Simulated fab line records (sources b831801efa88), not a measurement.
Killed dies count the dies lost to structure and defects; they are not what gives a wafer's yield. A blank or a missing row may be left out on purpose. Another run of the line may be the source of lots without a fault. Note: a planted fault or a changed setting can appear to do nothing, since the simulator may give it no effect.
What tool caused it? / flow gf180mcu / Sampling: 12 lots, 36 wafers, 6 of 602 route steps

## WHAT THE GAUGES READ, wafer by wafer
GF_V1_OVL_MEAS_15.
lot=L362; measured=day 18 04:56; on=overlay-02; V1_OVL (nm)=-9 2 -7
lot=L363; measured=day 18 15:49; on=overlay-02; V1_OVL (nm)=1 0 -3
lot=L365; measured=day 19 10:50; on=overlay-02; V1_OVL (nm)=-9 -6 -5
lot=L367; measured=day 20 10:17; on=overlay-01; V1_OVL (nm)=-4 -12 1
lot=L368; measured=day 20 13:32; on=overlay-02; V1_OVL (nm)=2 -4 1
lot=L369; measured=day 20 23:23; on=overlay-02; V1_OVL (nm)=10 4 -7
lot=L370; measured=day 21 05:54; on=overlay-01; V1_OVL (nm)=3 -5 3
lot=L373; measured=day 22 08:19; on=overlay-02; V1_OVL (nm)=4 7 4
lot=L376; measured=day 23 17:21; on=overlay-02; V1_OVL (nm)=5 3 2
lot=L379; measured=day 24 15:59; on=overlay-02; V1_OVL (nm)=2 0 -2
lot=L380; measured=day 25 05:15; on=overlay-01; V1_OVL (nm)=-6 7 1
lot=L384; measured=day 26 10:14; on=overlay-02; V1_OVL (nm)=-9 -12 -13

GF_V1_RS_MEAS_24: uses a four-point probe to measure.
lot=L362; measured=day 18 05:54; on=film-metro-02; V1_W_RS (ohm/sq)=0.324 0.331 0.331
lot=L363; measured=day 18 16:45; on=film-metro-03; V1_W_RS (ohm/sq)=0.332 0.317 0.331
lot=L365; measured=day 19 11:45; on=film-metro-04; V1_W_RS (ohm/sq)=0.333 0.334 0.332
lot=L367; measured=day 20 11:13; on=film-metro-03; V1_W_RS (ohm/sq)=0.318 0.318 0.335
lot=L368; measured=day 20 14:27; on=film-metro-02; V1_W_RS (ohm/sq)=0.330 0.323 0.333
lot=L369; measured=day 21 00:19; on=film-metro-04; V1_W_RS (ohm/sq)=0.334 0.333 0.333
lot=L370; measured=day 21 06:53; on=film-metro-03; V1_W_RS (ohm/sq)=0.333 0.332 0.327
lot=L373; measured=day 22 09:17; on=film-metro-03; V1_W_RS (ohm/sq)=0.331 0.320 0.316
lot=L376; measured=day 23 18:16; on=film-metro-04; V1_W_RS (ohm/sq)=0.329 0.330 0.327
lot=L379; measured=day 24 16:53; on=film-metro-03; V1_W_RS (ohm/sq)=0.350 0.324 0.327
lot=L380; measured=day 25 06:10; on=film-metro-02; V1_W_RS (ohm/sq)=0.349 0.325 0.348
lot=L384; measured=day 26 11:09; on=film-metro-02; V1_W_RS (ohm/sq)=0.316 0.315 0.329

GF_V1_THK_MEAS_25: measures by xrf.
lot=L362; measured=day 18 06:01; on=film-metro-02; V1_W_THK (nm)=358 352 349
lot=L363; measured=day 18 16:52; on=film-metro-03; V1_W_THK (nm)=346 358 344
lot=L365; measured=day 19 11:52; on=film-metro-04; V1_W_THK (nm)=339 340 338
lot=L367; measured=day 20 11:20; on=film-metro-03; V1_W_THK (nm)=360 360 343
lot=L368; measured=day 20 14:34; on=film-metro-02; V1_W_THK (nm)=351 359 346
lot=L369; measured=day 21 00:26; on=film-metro-04; V1_W_THK (nm)=340 342 342
lot=L370; measured=day 21 07:00; on=film-metro-03; V1_W_THK (nm)=347 344 351
lot=L373; measured=day 22 09:23; on=film-metro-03; V1_W_THK (nm)=346 359 362
lot=L376; measured=day 23 18:23; on=film-metro-04; V1_W_THK (nm)=343 345 348
lot=L379; measured=day 24 17:01; on=film-metro-03; V1_W_THK (nm)=331 355 353
lot=L380; measured=day 25 06:17; on=film-metro-02; V1_W_THK (nm)=330 355 330
lot=L384; measured=day 26 11:16; on=film-metro-02; V1_W_THK (nm)=359 364 348

GF_M2_THK_MEAS_06: measures by xrf.
lot=L362; measured=day 18 06:43; on=film-metro-03; M2_ALCU_THK (nm)=438 436 441
lot=L363; measured=day 18 17:34; on=film-metro-03; M2_ALCU_THK (nm)=439 438 442
lot=L365; measured=day 19 12:34; on=film-metro-01; M2_ALCU_THK (nm)=440 440 441
lot=L367; measured=day 20 12:02; on=film-metro-01; M2_ALCU_THK (nm)=441 443 445
lot=L368; measured=day 20 15:16; on=film-metro-03; M2_ALCU_THK (nm)=445 445 443
lot=L369; measured=day 21 01:08; on=film-metro-03; M2_ALCU_THK (nm)=447 446 449
lot=L370; measured=day 21 07:43; on=film-metro-02; M2_ALCU_THK (nm)=443 441 443
lot=L373; measured=day 22 10:05; on=film-metro-01; M2_ALCU_THK (nm)=435 433 436
lot=L376; measured=day 23 19:05; on=film-metro-02; M2_ALCU_THK (nm)=449 449 448
lot=L379; measured=day 24 17:43; on=film-metro-03; M2_ALCU_THK (nm)=437 442 438
lot=L380; measured=day 25 06:59; on=film-metro-01; M2_ALCU_THK (nm)=435 432 436
lot=L384; measured=day 26 11:58; on=film-metro-03; M2_ALCU_THK (nm)=434 434 439

## EACH LOT AND THE TOOL THAT RAN IT (in order: tool; ch and the chambers of the sampled wafers; start)
lot=L362; GF_V1_CVD_23=cvd-w-01 ch 0,1, day 18 05:46; GF_M2_SPUTTER_02=pvd-sputter-03, day 18 06:29
lot=L363; GF_V1_CVD_23=cvd-w-02 ch 0,1, day 18 16:37; GF_M2_SPUTTER_02=pvd-sputter-04, day 18 17:20
lot=L365; GF_V1_CVD_23=cvd-w-01 ch 0,1, day 19 11:38; GF_M2_SPUTTER_02=pvd-sputter-01, day 19 12:22
lot=L367; GF_V1_CVD_23=cvd-w-02 ch 0,1, day 20 11:05; GF_M2_SPUTTER_02=pvd-sputter-01, day 20 11:49
lot=L368; GF_V1_CVD_23=cvd-w-02 ch 0,1, day 20 14:20; GF_M2_SPUTTER_02=pvd-sputter-01, day 20 15:04
lot=L369; GF_V1_CVD_23=cvd-w-01 ch 0,1, day 21 00:12; GF_M2_SPUTTER_02=pvd-sputter-03, day 21 00:55
lot=L370; GF_V1_CVD_23=cvd-w-01 ch 0,1, day 21 06:46; GF_M2_SPUTTER_02=pvd-sputter-01, day 21 07:30
lot=L373; GF_V1_CVD_23=cvd-w-02 ch 0,1, day 22 09:10; GF_M2_SPUTTER_02=pvd-sputter-01, day 22 09:51
lot=L376; GF_V1_CVD_23=cvd-w-01 ch 0,1, day 23 18:10; GF_M2_SPUTTER_02=pvd-sputter-01, day 23 18:53
lot=L379; GF_V1_CVD_23=cvd-w-01 ch 0,1, day 24 16:47; GF_M2_SPUTTER_02=pvd-sputter-03, day 24 17:31
lot=L380; GF_V1_CVD_23=cvd-w-01 ch 0,1, day 25 06:03; GF_M2_SPUTTER_02=pvd-sputter-01, day 25 06:46
lot=L384; GF_V1_CVD_23=cvd-w-02 ch 0,1, day 26 11:02; GF_M2_SPUTTER_02=pvd-sputter-04, day 26 11:46
- GF_V1_CVD_23: deposits W, target thk 350 nm, time 105.05 s.
- GF_M2_SPUTTER_02: material AlCu, target thk 450 nm, time 23.9 s.

## WHAT THE TOOLS THEMSELVES READ (means of the sampled wafers that have a number; where no wafer has one, the mark that the record gives instead)
GF_V1_CVD_23.
lot=L362; tool=cvd-w-01; chamber-pressure-Torr (Torr)=40.00; heater-power-w (W)=721; susceptor-temp-C (C)=399.85
lot=L363; tool=cvd-w-02; chamber-pressure-Torr (Torr)=39.86; heater-power-w (W)=947; susceptor-temp-C (C)=399.69
lot=L365; tool=cvd-w-01; chamber-pressure-Torr (Torr)=39.92; heater-power-w (W)=735; susceptor-temp-C (C)=400.11
lot=L367; tool=cvd-w-02; chamber-pressure-Torr (Torr)=40.01; heater-power-w (W)=880; susceptor-temp-C (C)=399.93
lot=L368; tool=cvd-w-02; chamber-pressure-Torr (Torr)=39.95; heater-power-w (W)=943; susceptor-temp-C (C)=400.20
lot=L369; tool=cvd-w-01; chamber-pressure-Torr (Torr)=40.05; heater-power-w (W)=740; susceptor-temp-C (C)=400.22
lot=L370; tool=cvd-w-01; chamber-pressure-Torr (Torr)=39.99; heater-power-w (W)=752; susceptor-temp-C (C)=399.97
lot=L373; tool=cvd-w-02; chamber-pressure-Torr (Torr)=40.04; heater-power-w (W)=879; susceptor-temp-C (C)=400.18
lot=L376; tool=cvd-w-01; chamber-pressure-Torr (Torr)=40.03; heater-power-w (W)=725; susceptor-temp-C (C)=400.03
lot=L379; tool=cvd-w-01; chamber-pressure-Torr (Torr)=39.97; heater-power-w (W)=748; susceptor-temp-C (C)=399.87
lot=L380; tool=cvd-w-01; chamber-pressure-Torr (Torr)=40.01; heater-power-w (W)=721; susceptor-temp-C (C)=400.04
lot=L384; tool=cvd-w-02; chamber-pressure-Torr (Torr)=40.01; heater-power-w (W)=892; susceptor-temp-C (C)=400.14

GF_M2_SPUTTER_02.
lot=L362; tool=pvd-sputter-03; throttle-valve-pct (%)=29.2
lot=L363; tool=pvd-sputter-04; throttle-valve-pct (%)=29.6
lot=L365; tool=pvd-sputter-01; throttle-valve-pct (%)=30.0
lot=L367; tool=pvd-sputter-01; throttle-valve-pct (%)=29.9
lot=L368; tool=pvd-sputter-01; throttle-valve-pct (%)=30.1
lot=L369; tool=pvd-sputter-03; throttle-valve-pct (%)=29.0
lot=L370; tool=pvd-sputter-01; throttle-valve-pct (%)=30.1
lot=L373; tool=pvd-sputter-01; throttle-valve-pct (%)=30.0
lot=L376; tool=pvd-sputter-01; throttle-valve-pct (%)=29.2
lot=L379; tool=pvd-sputter-03; throttle-valve-pct (%)=29.0
lot=L380; tool=pvd-sputter-01; throttle-valve-pct (%)=30.4
lot=L384; tool=pvd-sputter-04; throttle-valve-pct (%)=30.0

## THE ANSWER, worked out from the rows above alone
Rule: what is usual is taken from the lots themselves. Put in order of their means at a reading, lots are off if they are a third of the lots or fewer, leave a main group of 4 or more, and stand apart from it by a gap of 3 or more times the standard deviation of the main group's means; of several such gaps the widest counts. A main group is skipped when, at the precision printed for the reading in the tables above, its means are all equal. A lot without any number at a reading at which 4 lots or more have one is off too. All remaining lots with rows at the step are treated as sound. The gauges are gone through in route order, then the tools' own readings, and for those a lot's mean is taken as printed above. The first step at which some lot is off is used, and at that step the reading that is off furthest; a lot without a number counts as furthest.
No lot is off at any reading shown: from this, nothing can be told.

## WHAT HAD BEEN PUT IN BY THE SIMULATOR
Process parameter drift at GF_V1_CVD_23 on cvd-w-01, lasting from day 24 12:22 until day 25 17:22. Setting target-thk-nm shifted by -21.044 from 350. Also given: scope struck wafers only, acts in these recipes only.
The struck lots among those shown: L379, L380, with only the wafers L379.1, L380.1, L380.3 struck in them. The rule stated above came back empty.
